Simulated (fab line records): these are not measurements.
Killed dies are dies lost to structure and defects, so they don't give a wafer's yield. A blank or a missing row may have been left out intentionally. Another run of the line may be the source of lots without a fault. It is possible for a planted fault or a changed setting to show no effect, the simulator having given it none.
fab line records	flow sky130	part 1 of 2: steps 1 to 25 of 34
record lots=5	wafers=15	last_day=50
route steps=708 shown LDD_P@257 LDD_HVN@267 LDD_HVP@278 LDD_LDN@289
lots that met no fault: from a run of the same line without faults
start_h: the number of hours between the record's first day and the start of the first shown wafer of the lot	wait_h: hours elapsed since this lot's preceding step	" repeats the value in the row above	L1.1+2: a single row standing in for several wafers	- no value, or no start was given	* or withheld: withheld	< > ~ a bound
route shown NAME@n: NAME is a module with steps in the file, n the number in the route of the first one	usual: mean/standard deviation of fault-free wafers	same: alike in all rows	chamber/n: place in a boat	sites: the reading at each site	_std_site: standard deviation of those values	_edge_site: inner sites' mean taken away from outer sites' mean	radius_mm: for every site, how far away it sits from the centre of the wafer	mask NAME#n: copy n	behind: the last tool/chamber to shape the wafer	hold: what put the lot on hold/how long, in hours/how the hold closed	device: the transistor (n, p or np) that didn't switch	end of line: the tests these same wafers got at the end of their route	a step without rows: its recipe alone	killed: count of dies lost to structure and defects at first sort (not the wafer's yield)	map: the dies of a wafer, with x for killed, . for not killed, _ for no die there
set.NAME: the setting that was run; set.NAME@STEP: the one run at that earlier step	model.NAME: the simulator's own value behind a step, which no gauge read
a table for each step, a row for each wafer; lots at some steps of the route
services: the hour from which a tool's chamber was out of use, counted from the record's first day as start_h (under 0 if before that day), plus the number of hours and why
## steps
# step SKY_LDD_P_COAT_02
# recipe resist=NOVOLAK	spin_rpm=3000	resist_thk_nm=1140
# usual chill_plate_temp_C=23.00/0.11
lot.wafer	tool	chamber	start_h	wait_h	chill_plate_temp_C
L075.2	litho_track-02	0	433.16	0.1	22.87
L075.4	"	0	"	"	22.83
L075.5	"	0	"	"	22.91
L086.2	litho_track-03	0	546.16	0.1	22.99
L086.5	"	0	"	"	23.02
L086.6	"	0	"	"	22.95
L088.1	litho_track-04	0	566.07	0.1	22.87
L088.2	"	0	"	"	23.02
L088.4	"	0	"	"	22.71
L093.3	litho_track-02	0	587.18	0.1	23.01
L093.4	"	0	"	"	23.04
L093.5	"	0	"	"	22.82
L097.1	litho_track-03	0	618.38	0.1	22.93
L097.2	"	0	"	"	22.87
L097.3	"	0	"	"	23.00
# step SKY_LDD_P_SOFTBAKE_03
# recipe temp_c=90	time_s=60	resist=NOVOLAK
# usual chill_plate_temp_C=22.99/0.098
# same time_s=60
lot.wafer	tool	chamber	start_h	wait_h	chill_plate_temp_C
L075.2	litho_track-02	0	433.31	0.1	23.24
L075.4	"	0	"	"	23.17
L075.5	"	0	"	"	23.09
L086.2	litho_track-03	0	546.31	0.1	23.25
L086.5	"	0	"	"	23.03
L086.6	"	0	"	"	22.83
L088.1	litho_track-04	0	566.22	0.1	23.03
L088.2	"	0	"	"	22.89
L088.4	"	0	"	"	22.96
L093.3	litho_track-02	0	587.33	0.1	22.97
L093.4	"	0	"	"	23.00
L093.5	"	0	"	"	22.92
L097.1	litho_track-03	0	618.53	0.1	23.01
L097.2	"	0	"	"	22.95
L097.3	"	0	"	"	23.02
# step SKY_LDD_P_EXPOSE_04
# recipe mask_id=PSDM	na=0.6	source_shape=conventional	sigma_outer=0.6	polarization=unpolarized	target_cd_nm=380	dose_mj=138
# usual reticle_temp_C=22.99/0.1
# same sigma_outer=0.6
lot.wafer	tool	chamber	start_h	wait_h	mask	reticle_temp_C
L075.2	iline_stepper-02	0	-	-	PSDM#0	23.10
L075.4	"	0	"	"	PSDM#0	22.99
L075.5	"	0	"	"	PSDM#0	23.12
L086.2	iline_stepper-02	0	-	-	PSDM#0	22.99
L086.5	"	0	"	"	PSDM#0	23.08
L086.6	"	0	"	"	PSDM#0	22.88
L088.1	iline_stepper-01	0	-	-	PSDM#0	22.91
L088.2	"	0	"	"	PSDM#0	22.92
L088.4	"	0	"	"	PSDM#0	22.93
L093.3	iline_stepper-01	0	-	-	PSDM#0	22.91
L093.4	"	0	"	"	PSDM#0	23.06
L093.5	"	0	"	"	PSDM#0	22.83
L097.1	iline_stepper-02	0	-	-	PSDM#0	22.99
L097.2	"	0	"	"	PSDM#0	22.93
L097.3	"	0	"	"	PSDM#0	22.99
# step SKY_LDD_P_PEB_05
# recipe temp_c=withheld	time_s=*	resist=NOVOLAK
# usual chill_plate_temp_C=*
# same time_s=*
lot.wafer	tool	chamber	start_h	wait_h	chill_plate_temp_C
L075.2	litho_track-02	0	-	-	*
L075.4	"	0	"	"	*
L075.5	"	0	"	"	*
L086.2	litho_track-03	0	-	-	*
L086.5	"	0	"	"	*
L086.6	"	0	"	"	*
L088.1	litho_track-03	0	-	-	*
L088.2	"	0	"	"	*
L088.4	"	0	"	"	*
L093.3	litho_track-04	0	-	-	*
L093.4	"	0	"	"	*
L093.5	"	0	"	"	*
L097.1	litho_track-02	0	-	-	*
L097.2	"	0	"	"	*
L097.3	"	0	"	"	*
# step SKY_LDD_P_DEVELOP_06
# recipe resist=NOVOLAK	developer=TMAH	develop_time_s=60	dev_temp_c=23
# usual chill_plate_temp_C=22.98/0.11
lot.wafer	tool	chamber	start_h	wait_h	chill_plate_temp_C
L075.2	litho_track-02	0	448.91	0.1	22.89
L075.4	"	0	"	"	22.93
L075.5	"	0	"	"	22.80
L086.2	litho_track-03	0	560.71	0.1	22.85
L086.5	"	0	"	"	22.96
L086.6	"	0	"	"	22.99
L088.1	litho_track-03	0	580.78	0.1	23.03
L088.2	"	0	"	"	22.98
L088.4	"	0	"	"	23.18
L093.3	litho_track-04	0	601.12	0.1	23.07
L093.4	"	0	"	"	22.97
L093.5	"	0	"	"	22.92
L097.1	litho_track-02	0	633.13	0.1	22.94
L097.2	"	0	"	"	23.11
L097.3	"	0	"	"	23.14
# step SKY_LDD_P_CD_MEAS_07
# recipe target_cd_nm=380
# usual cd_nm=380.6/2.5
lot.wafer	tool	chamber	start_h	wait_h	cd_nm
L075.2	cd_sem-01	-	449.09	0.2	383.4
L075.4	"	-	"	"	384.1
L075.5	"	-	"	"	383.5
L086.2	cd_sem-01	-	560.85	0.1	380.7
L086.5	"	-	"	"	380.0
L086.6	"	-	"	"	379.6
L088.1	cd_sem-01	-	580.93	0.1	383.5
L088.2	"	-	"	"	381.9
L088.4	"	-	"	"	383.0
L093.3	cd_sem-02	-	601.26	0.1	381.9
L093.4	"	-	"	"	378.9
L093.5	"	-	"	"	380.3
L097.1	cd_sem-02	-	633.28	0.1	379.2
L097.2	"	-	"	"	380.7
L097.3	"	-	"	"	383.0
# step SKY_LDD_P_OVL_MEAS_08
# usual LDD_P_OVL=-1.4/1.3
lot.wafer	tool	chamber	start_h	wait_h	LDD_P_OVL[nm]
L075.2	overlay-02	-	449.20	0.1	-4.3
L075.4	"	-	"	"	-2.3
L075.5	"	-	"	"	-3.0
L086.2	overlay-01	-	560.96	0.1	-3.1
L086.5	"	-	"	"	-0.9
L086.6	"	-	"	"	-2.7
L088.1	overlay-02	-	581.05	0.1	-1.5
L088.2	"	-	"	"	-1.6
L088.4	"	-	"	"	-2.2
L093.3	overlay-01	-	601.35	0.1	-1.0
L093.4	"	-	"	"	-2.7
L093.5	"	-	"	"	-2.3
L097.1	overlay-01	-	633.40	0.1	-0.5
L097.2	"	-	"	"	-0.4
L097.3	"	-	"	"	-0.4
# step SKY_LDD_P_IMPLANT_09
# recipe species=BF2	energy_kev=25	dose_cm2=1e+13	tilt_deg=withheld
# usual end_station_pressure_torr=5.03e-06/2.5e-07
lot.wafer	tool	chamber	start_h	wait_h	end_station_pressure_torr
L075.2	implanter-02	0	449.26	0.0	5.24e-06
L075.4	"	0	"	"	4.88e-06
L075.5	"	0	"	"	4.31e-06
L086.2	implanter-02	0	561.01	0.0	4.76e-06
L086.5	"	0	"	"	4.84e-06
L086.6	"	0	"	"	4.89e-06
L088.1	implanter-01	0	581.09	0.0	5.19e-06
L088.2	"	0	"	"	4.61e-06
L088.4	"	0	"	"	5.09e-06
L093.3	implanter-02	0	601.43	0.1	5.19e-06
L093.4	"	0	"	"	4.89e-06
L093.5	"	0	"	"	5.2e-06
L097.1	implanter-01	0	633.44	0.0	4.94e-06
L097.2	"	0	"	"	4.9e-06
L097.3	"	0	"	"	5.2e-06
# step SKY_LDD_P_STRIP_10
# recipe chemistry=O2/N2	power_w=1400	pressure_mtorr=1500	platen_temp_c=withheld	o2_flow_sccm=3000	n2_flow_sccm=300	overash_fraction=0.5
# usual drypump_motor_current_A=5.7/0.33	oes_product_au=0.716/0.0049	strip_time_to_endpoint_s=14.18/0.036
lot.wafer	tool	chamber	start_h	wait_h	drypump_motor_current_A	oes_product_au	rf_hours_counter_h	strip_time_to_endpoint_s
L075.2	plasma_asher-04	0	449.38	0.1	5.7	0.710	32	14.16
L075.4	"	1	"	"	5.3	0.717	-	14.19
L075.5	"	0	"	"	5.7	0.711	-	14.14
L086.2	plasma_asher-04	0	561.14	0.1	5.7	0.718	44	14.21
L086.5	"	0	"	"	5.7	0.707	-	14.20
L086.6	"	1	"	"	5.3	0.714	-	14.23
L088.1	plasma_asher-04	1	581.24	0.1	5.3	0.718	46	14.15
L088.2	"	0	"	"	5.7	0.711	46	14.17
L088.4	"	0	"	"	5.7	0.710	-	14.16
L093.3	plasma_asher-04	1	601.56	0.1	5.3	0.713	-	14.13
L093.4	"	0	"	"	5.7	0.716	-	14.17
L093.5	"	0	"	"	5.7	0.710	-	14.16
L097.1	plasma_asher-01	1	633.59	0.1	5.8	0.722	79	14.13
L097.2	"	0	"	"	6.3	0.715	79	14.16
L097.3	"	1	"	"	5.8	0.713	-	14.15
# step SKY_LDD_P_TW_MEAS_11
# usual LDD_P_TW=637/4
lot.wafer	tool	chamber	start_h	wait_h	LDD_P_TW
L075.2	film_metro-01	-	449.49	0.1	638
L075.4	"	-	"	"	639
L075.5	"	-	"	"	644
L086.2	film_metro-01	-	561.25	0.1	640
L086.5	"	-	"	"	643
L086.6	"	-	"	"	638
L088.1	film_metro-03	-	581.34	0.1	635
L088.2	"	-	"	"	635
L088.4	"	-	"	"	634
L093.3	film_metro-03	-	601.65	0.1	634
L093.4	"	-	"	"	636
L093.5	"	-	"	"	634
L097.1	film_metro-03	-	633.69	0.1	637
L097.2	"	-	"	"	638
L097.3	"	-	"	"	637
# step SKY_LDD_HVN_DEHYDRATE_00
# recipe temp_c=200	time_s=60
# usual chill_plate_temp_C=22.99/0.12
# same time_s=60
lot.wafer	tool	chamber	start_h	wait_h	chill_plate_temp_C
L075.2	litho_track-03	0	464.26	14.8	22.93
L075.4	"	0	"	"	23.05
L075.5	"	0	"	"	23.22
L086.2	litho_track-03	0	575.71	14.4	22.93
L086.5	"	0	"	"	22.95
L086.6	"	0	"	"	22.99
L088.1	litho_track-01	0	595.48	14.1	23.11
L088.2	"	0	"	"	23.24
L088.4	"	0	"	"	23.14
L093.3	litho_track-03	0	615.63	14.0	23.00
L093.4	"	0	"	"	22.97
L093.5	"	0	"	"	23.01
L097.1	litho_track-01	0	648.32	14.6	22.88
L097.2	"	0	"	"	23.04
L097.3	"	0	"	"	23.06
# step SKY_LDD_HVN_HMDS_01
# recipe prime_time_s=60	prime_temp_c=120
# usual chill_plate_temp_C=23.01/0.11
lot.wafer	tool	chamber	start_h	wait_h	chill_plate_temp_C
L075.2	litho_track-03	0	464.41	0.1	22.94
L075.4	"	0	"	"	22.92
L075.5	"	0	"	"	23.05
L086.2	litho_track-03	0	575.86	0.1	23.03
L086.5	"	0	"	"	22.96
L086.6	"	0	"	"	23.01
L088.1	litho_track-01	0	595.63	0.1	23.00
L088.2	"	0	"	"	22.95
L088.4	"	0	"	"	22.84
L093.3	litho_track-03	0	615.78	0.1	22.90
L093.4	"	0	"	"	22.88
L093.5	"	0	"	"	22.99
L097.1	litho_track-01	0	648.47	0.1	22.89
L097.2	"	0	"	"	23.06
L097.3	"	0	"	"	23.04
# step SKY_LDD_HVN_COAT_02
# recipe resist=NOVOLAK	spin_rpm=3000	resist_thk_nm=300
# usual chill_plate_temp_C=23.00/0.091
lot.wafer	tool	chamber	start_h	wait_h	chill_plate_temp_C
L075.2	litho_track-03	0	464.56	0.1	23.06
L075.4	"	0	"	"	22.94
L075.5	"	0	"	"	22.93
L086.2	litho_track-03	0	576.01	0.1	22.94
L086.5	"	0	"	"	22.98
L086.6	"	0	"	"	22.99
L088.1	litho_track-01	0	595.78	0.1	22.97
L088.2	"	0	"	"	22.99
L088.4	"	0	"	"	23.05
L093.3	litho_track-03	0	615.93	0.1	22.90
L093.4	"	0	"	"	23.10
L093.5	"	0	"	"	22.95
L097.1	litho_track-01	0	648.62	0.1	23.10
L097.2	"	0	"	"	22.99
L097.3	"	0	"	"	22.95
# step SKY_LDD_HVN_SOFTBAKE_03
# recipe temp_c=90	time_s=60	resist=NOVOLAK
# usual chill_plate_temp_C=23.01/0.11
# same time_s=60
lot.wafer	tool	chamber	start_h	wait_h	chill_plate_temp_C
L075.2	litho_track-03	0	464.71	0.1	23.14
L075.4	"	0	"	"	23.04
L075.5	"	0	"	"	23.12
L086.2	litho_track-03	0	576.16	0.1	23.13
L086.5	"	0	"	"	23.00
L086.6	"	0	"	"	23.05
L088.1	litho_track-01	0	595.93	0.1	23.03
L088.2	"	0	"	"	23.04
L088.4	"	0	"	"	23.02
L093.3	litho_track-03	0	616.08	0.1	22.96
L093.4	"	0	"	"	22.74
L093.5	"	0	"	"	23.08
L097.1	litho_track-01	0	648.77	0.1	22.91
L097.2	"	0	"	"	23.02
L097.3	"	0	"	"	23.10
# step SKY_LDD_HVN_EXPOSE_04
# recipe mask_id=HVNTM	na=0.6	source_shape=conventional	sigma_outer=0.6	polarization=unpolarized	target_cd_nm=700	dose_mj=127
# usual reticle_temp_C=23.00/0.095
# same sigma_outer=0.6
lot.wafer	tool	chamber	start_h	wait_h	mask	reticle_temp_C
L075.2	iline_stepper-02	0	-	-	HVNTM#0	23.12
L075.4	"	0	"	"	HVNTM#0	23.00
L075.5	"	0	"	"	HVNTM#0	23.05
L086.2	iline_stepper-02	0	-	-	HVNTM#0	23.07
L086.5	"	0	"	"	HVNTM#0	23.03
L086.6	"	0	"	"	HVNTM#0	23.05
L088.1	iline_stepper-01	0	-	-	HVNTM#0	22.90
L088.2	"	0	"	"	HVNTM#0	23.03
L088.4	"	0	"	"	HVNTM#0	23.14
L093.3	iline_stepper-02	0	-	-	HVNTM#0	22.98
L093.4	"	0	"	"	HVNTM#0	22.97
L093.5	"	0	"	"	HVNTM#0	22.88
L097.1	iline_stepper-01	0	-	-	HVNTM#0	23.05
L097.2	"	0	"	"	HVNTM#0	22.87
L097.3	"	0	"	"	HVNTM#0	23.05
# step SKY_LDD_HVN_PEB_05
# recipe temp_c=withheld	time_s=*	resist=NOVOLAK
# usual chill_plate_temp_C=*
# same time_s=*
lot.wafer	tool	chamber	start_h	wait_h	chill_plate_temp_C
L075.2	litho_track-01	0	-	-	*
L075.4	"	0	"	"	*
L075.5	"	0	"	"	*
L086.2	litho_track-01	0	-	-	*
L086.5	"	0	"	"	*
L086.6	"	0	"	"	*
L088.1	litho_track-01	0	-	-	*
L088.2	"	0	"	"	*
L088.4	"	0	"	"	*
L093.3	litho_track-01	0	-	-	*
L093.4	"	0	"	"	*
L093.5	"	0	"	"	*
L097.1	litho_track-01	0	-	-	*
L097.2	"	0	"	"	*
L097.3	"	0	"	"	*
# step SKY_LDD_HVN_DEVELOP_06
# recipe resist=NOVOLAK	developer=TMAH	develop_time_s=60	dev_temp_c=23
# usual chill_plate_temp_C=22.99/0.1
lot.wafer	tool	chamber	start_h	wait_h	chill_plate_temp_C
L075.2	litho_track-01	0	480.55	0.1	23.24
L075.4	"	0	"	"	23.04
L075.5	"	0	"	"	23.01
L086.2	litho_track-01	0	590.65	0.1	22.87
L086.5	"	0	"	"	22.91
L086.6	"	0	"	"	22.96
L088.1	litho_track-01	0	610.18	0.1	23.03
L088.2	"	0	"	"	22.88
L088.4	"	0	"	"	22.96
L093.3	litho_track-01	0	630.03	0.1	23.11
L093.4	"	0	"	"	22.97
L093.5	"	0	"	"	22.99
L097.1	litho_track-01	0	662.42	0.1	23.01
L097.2	"	0	"	"	22.96
L097.3	"	0	"	"	22.97
# step SKY_LDD_HVN_OVL_MEAS_07
# usual LDD_HVN_OVL=0.5/1.3
lot.wafer	tool	chamber	start_h	wait_h	LDD_HVN_OVL[nm]
L075.2	overlay-02	-	480.68	0.1	2.2
L075.4	"	-	"	"	0.7
L075.5	"	-	"	"	2.0
L086.2	overlay-01	-	590.78	0.1	-0.3
L086.5	"	-	"	"	-0.2
L086.6	"	-	"	"	0.0
L088.1	overlay-01	-	610.33	0.1	1.8
L088.2	"	-	"	"	1.0
L088.4	"	-	"	"	1.9
L093.3	overlay-02	-	630.14	0.1	2.0
L093.4	"	-	"	"	1.1
L093.5	"	-	"	"	1.6
L097.1	overlay-02	-	662.57	0.1	-0.2
L097.2	"	-	"	"	-0.3
L097.3	"	-	"	"	1.3
# step SKY_LDD_HVN_IMPLANT_08
# recipe species=P	energy_kev=60	dose_cm2=3e+13	tilt_deg=40
# usual end_station_pressure_torr=5.13e-06/2.7e-07
lot.wafer	tool	chamber	start_h	wait_h	end_station_pressure_torr
L075.2	implanter-03	0	480.74	0.0	5.22e-06
L075.4	"	0	"	"	5.01e-06
L075.5	"	0	"	"	5.2e-06
L086.2	implanter-04	0	590.84	0.0	5.12e-06
L086.5	"	0	"	"	5.48e-06
L086.6	"	0	"	"	5.19e-06
L088.1	implanter-03	0	610.36	0.0	5.46e-06
L088.2	"	0	"	"	5.56e-06
L088.4	"	0	"	"	5.07e-06
L093.3	implanter-03	0	630.21	0.1	4.54e-06
L093.4	"	0	"	"	5.1e-06
L093.5	"	0	"	"	5.17e-06
L097.1	implanter-03	0	662.61	0.0	4.78e-06
L097.2	"	0	"	"	4.89e-06
L097.3	"	0	"	"	5.11e-06
# step SKY_LDD_HVN_STRIP_09
# recipe chemistry=O2/N2	power_w=1400	pressure_mtorr=1500	platen_temp_c=withheld	o2_flow_sccm=3000	n2_flow_sccm=300	overash_fraction=0.5
# usual drypump_motor_current_A=5.82/0.28	oes_product_au=0.409/0.0048	strip_time_to_endpoint_s=4.133/0.013
lot.wafer	tool	chamber	start_h	wait_h	drypump_motor_current_A	oes_product_au	rf_hours_counter_h	strip_time_to_endpoint_s
L075.2	plasma_asher-03	0	480.86	0.1	5.40	0.409	5	4.111
L075.4	"	1	"	"	5.85	0.418	-	4.148
L075.5	"	0	"	"	5.44	0.412	-	4.130
L086.2	plasma_asher-03	0	590.96	0.1	5.41	0.408	16	4.167
L086.5	"	0	"	"	5.45	0.408	-	4.171
L086.6	"	1	"	"	5.87	0.409	-	4.142
L088.1	plasma_asher-02	1	610.51	0.1	5.72	0.415	88	4.133
L088.2	"	0	"	"	5.90	0.410	88	4.137
L088.4	"	1	"	"	5.72	0.402	-	4.131
L093.3	plasma_asher-01	1	630.34	0.1	5.79	0.407	-	4.124
L093.4	"	0	"	"	6.32	0.410	-	4.134
L093.5	"	0	"	"	6.33	0.413	-	4.138
L097.1	plasma_asher-01	1	662.76	0.1	5.80	0.413	81	4.158
L097.2	"	0	"	"	6.33	0.411	81	4.127
L097.3	"	0	"	"	6.33	0.405	-	4.129
# step SKY_LDD_HVN_TW_MEAS_10
# usual LDD_HVN_TW=1438/12
lot.wafer	tool	chamber	start_h	wait_h	LDD_HVN_TW
L075.2	film_metro-02	-	480.97	0.1	1426
L075.4	"	-	"	"	1432
L075.5	"	-	"	"	1428
L086.2	film_metro-03	-	591.07	0.1	1439
L086.5	"	-	"	"	1436
L086.6	"	-	"	"	1432
L088.1	film_metro-04	-	610.61	0.1	1440
L088.2	"	-	"	"	1434
L088.4	"	-	"	"	1451
L093.3	film_metro-04	-	630.43	0.1	1470
L093.4	"	-	"	"	1461
L093.5	"	-	"	"	1455
L097.1	film_metro-03	-	662.86	0.1	1437
L097.2	"	-	"	"	1443
L097.3	"	-	"	"	1444
# step SKY_LDD_HVP_DEHYDRATE_00
# recipe temp_c=200	time_s=60
# usual chill_plate_temp_C=23.00/0.089
# same time_s=60
lot.wafer	tool	chamber	start_h	wait_h	chill_plate_temp_C
L075.2	litho_track-02	0	496.01	15.0	22.92
L075.4	"	0	"	"	23.07
L075.5	"	0	"	"	23.01
L086.2	litho_track-02	0	605.46	14.4	23.02
L086.5	"	0	"	"	23.08
L086.6	"	0	"	"	23.03
L088.1	litho_track-02	0	623.78	13.2	22.87
L088.2	"	0	"	"	22.95
L088.4	"	0	"	"	22.98
L093.3	litho_track-01	0	644.17	13.7	22.94
L093.4	"	0	"	"	23.00
L093.5	"	0	"	"	22.91
L097.1	litho_track-02	0	676.03	13.2	23.05
L097.2	"	0	"	"	22.90
L097.3	"	0	"	"	22.87
# step SKY_LDD_HVP_HMDS_01
# recipe prime_time_s=60	prime_temp_c=120
# usual chill_plate_temp_C=23.05/0.098
lot.wafer	tool	chamber	start_h	wait_h	chill_plate_temp_C
L075.2	litho_track-02	0	496.16	0.1	23.20
L075.4	"	0	"	"	23.18
L075.5	"	0	"	"	23.33
L086.2	litho_track-02	0	605.61	0.1	22.95
L086.5	"	0	"	"	22.96
L086.6	"	0	"	"	22.98
L088.1	litho_track-02	0	623.93	0.1	23.05
L088.2	"	0	"	"	23.11
L088.4	"	0	"	"	23.25
L093.3	litho_track-01	0	644.32	0.1	22.97
L093.4	"	0	"	"	23.03
L093.5	"	0	"	"	23.19
L097.1	litho_track-02	0	676.18	0.1	23.13
L097.2	"	0	"	"	22.90
L097.3	"	0	"	"	22.89
# step SKY_LDD_HVP_COAT_02
# recipe resist=NOVOLAK	spin_rpm=3000	resist_thk_nm=300
# usual chill_plate_temp_C=23.00/0.085
lot.wafer	tool	chamber	start_h	wait_h	chill_plate_temp_C
L075.2	litho_track-02	0	496.31	0.1	23.13
L075.4	"	0	"	"	22.94
L075.5	"	0	"	"	22.91
L086.2	litho_track-02	0	605.76	0.1	23.00
L086.5	"	0	"	"	22.95
L086.6	"	0	"	"	23.00
L088.1	litho_track-02	0	624.08	0.1	22.96
L088.2	"	0	"	"	23.02
L088.4	"	0	"	"	22.95
L093.3	litho_track-01	0	644.47	0.1	22.87
L093.4	"	0	"	"	22.90
L093.5	"	0	"	"	22.93
L097.1	litho_track-02	0	676.33	0.1	23.03
L097.2	"	0	"	"	23.14
L097.3	"	0	"	"	23.01
# step SKY_LDD_HVP_SOFTBAKE_03
# recipe temp_c=90	time_s=60	resist=NOVOLAK
# usual chill_plate_temp_C=23.02/0.11
# same time_s=60
lot.wafer	tool	chamber	start_h	wait_h	chill_plate_temp_C
L075.2	litho_track-02	0	496.46	0.1	23.18
L075.4	"	0	"	"	23.02
L075.5	"	0	"	"	23.21
L086.2	litho_track-02	0	605.91	0.1	22.97
L086.5	"	0	"	"	22.97
L086.6	"	0	"	"	23.27
L088.1	litho_track-02	0	624.23	0.1	23.07
L088.2	"	0	"	"	23.12
L088.4	"	0	"	"	23.09
L093.3	litho_track-01	0	644.62	0.1	23.06
L093.4	"	0	"	"	22.99
L093.5	"	0	"	"	22.90
L097.1	litho_track-02	0	676.48	0.1	23.13
L097.2	"	0	"	"	23.15
L097.3	"	0	"	"	23.26
